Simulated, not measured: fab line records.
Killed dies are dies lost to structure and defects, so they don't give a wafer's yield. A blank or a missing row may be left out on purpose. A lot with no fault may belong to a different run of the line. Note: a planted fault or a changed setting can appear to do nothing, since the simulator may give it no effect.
The tool behind it: which one? -- flow gf180mcu -- Sampling: 14 lots, 42 wafers, 3 of 602 route steps

== WHAT THE GAUGES READ, wafer by wafer ==
GF_M3_RS_MEAS_05: a four-point-probe measurement. Usual: M3_ALCU_RS 0.0696 ohm/sq, standard deviation 0.00055.
lot,measured,on,M3_ALCU_RS (ohm/sq),flag
L880,day 20 10:19,film-metro-02,0.0703 0.0697 0.0703,
L881,day 20 20:08,film-metro-03,0.0692 0.0688 0.0693,
L883,day 21 12:26,film-metro-02,0.0691 0.0695 0.0696,
L885,day 22 07:28,film-metro-02,0.0694 0.0692 0.0693,
L886,day 22 17:21,film-metro-04,0.0703 0.0695 0.0691,
L887,day 23 04:40,film-metro-02,0.0703 0.0696 0.0699,
L890,day 24 09:21,film-metro-03,0.0694 0.0689 0.0685,
L892,day 24 16:17,film-metro-03,0.0691 0.0694 0.0691,
L893,day 24 22:16,film-metro-04,0.0691 0.0697 0.0694,
L894,day 25 11:06,film-metro-02,0.0690 0.0687 0.0690,
L895,day 25 18:20,film-metro-02,0.0703 0.0698 0.0704,
L898,day 27 11:21,film-metro-04,0.0698 0.0690 0.0698,
L901,day 27 17:00,film-metro-02,0.0700 0.0697 0.0699,
L903,day 28 10:43,film-metro-03,0.0689 0.0691 0.0688,

GF_V3_THK_MEAS_01. Usual: V3_CVD_00_THK 598 nm, standard deviation 5.7.
lot,measured,on,V3_CVD_00_THK (nm),flag
L880,day 21 11:25,film-metro-03,603 591 600,
L881,day 21 21:11,film-metro-03,596 596 595,
L883,day 22 13:17,film-metro-03,602 605 607,
L885,day 23 07:37,film-metro-04,607 604 603,
L886,day 23 16:59,film-metro-04,603 597 593,
L887,day 24 04:45,film-metro-03,601 603 593,
L890,day 25 08:19,film-metro-01,589 584 588,
L892,day 25 15:00,film-metro-01,600 599 599,
L893,day 25 20:38,film-metro-04,589 593 599,
L894,day 26 09:40,film-metro-01,599 599 603,
L895,day 26 16:53,film-metro-03,589 591 592,
L898,day 28 08:03,film-metro-01,592 590 593,
L901,day 28 13:40,film-metro-01,606 606 604,
L903,day 29 07:18,film-metro-03,598 599 601,

GF_V3_BOW_MEAS_05. Usual: V3_BOW 116 um, standard deviation 8.5.
lot,measured,on,V3_BOW (um),flag
L880,day 21 11:55,film-metro-01,114 126 110,
L881,day 21 21:41,film-metro-01,102 96 122,
L883,day 22 13:48,film-metro-01,108 119 122,
L885,day 23 08:06,film-metro-01,111 101 109,
L886,day 23 17:29,film-metro-03,118 129 118,
L887,day 24 05:18,film-metro-04,101 113 106,
L890,day 25 08:54,film-metro-04,101 109 103,
L892,day 25 15:30,film-metro-01,106 118 128,
L893,day 25 21:07,film-metro-04,107 123 120,
L894,day 26 10:09,film-metro-03,121 120 109,
L895,day 26 17:26,film-metro-03,117 107 116,
L898,day 28 08:32,film-metro-03,133 110 116,
L901,day 28 14:11,film-metro-04,128 113 133,
L903,day 29 07:50,film-metro-03,111 104 101,

== WHICH TOOL RAN EACH LOT (tool, then ch and the chambers of the sampled wafers, then the start) ==
No process step before these readings appears in the record.

== AS READ BY THE TOOLS THEMSELVES (means over the sampled wafers that have a number; for cases with no such wafer, the mark the record gives instead) ==
The record holds no such reading with a usual standard deviation.

== THE ANSWER, worked out from the rows above alone ==
Rule: a lot counts as off when the mean over its wafers that have a number is more than 3 standard deviations away from the usual mean. Also off: a lot with no number at a reading for which 4 or more lots have one. Where the step has rows for the other lots, those lots are counted as sound. First the gauges in route order, then the tools' own readings, where a lot's mean is used as printed above. At the first step where some lot is off, the reading lying furthest off is the one used; lots without a number count as furthest.
No lot is off on any of the readings shown, so nothing can be concluded from this.

== WHAT THE SIMULATOR HAD PUT IN ==
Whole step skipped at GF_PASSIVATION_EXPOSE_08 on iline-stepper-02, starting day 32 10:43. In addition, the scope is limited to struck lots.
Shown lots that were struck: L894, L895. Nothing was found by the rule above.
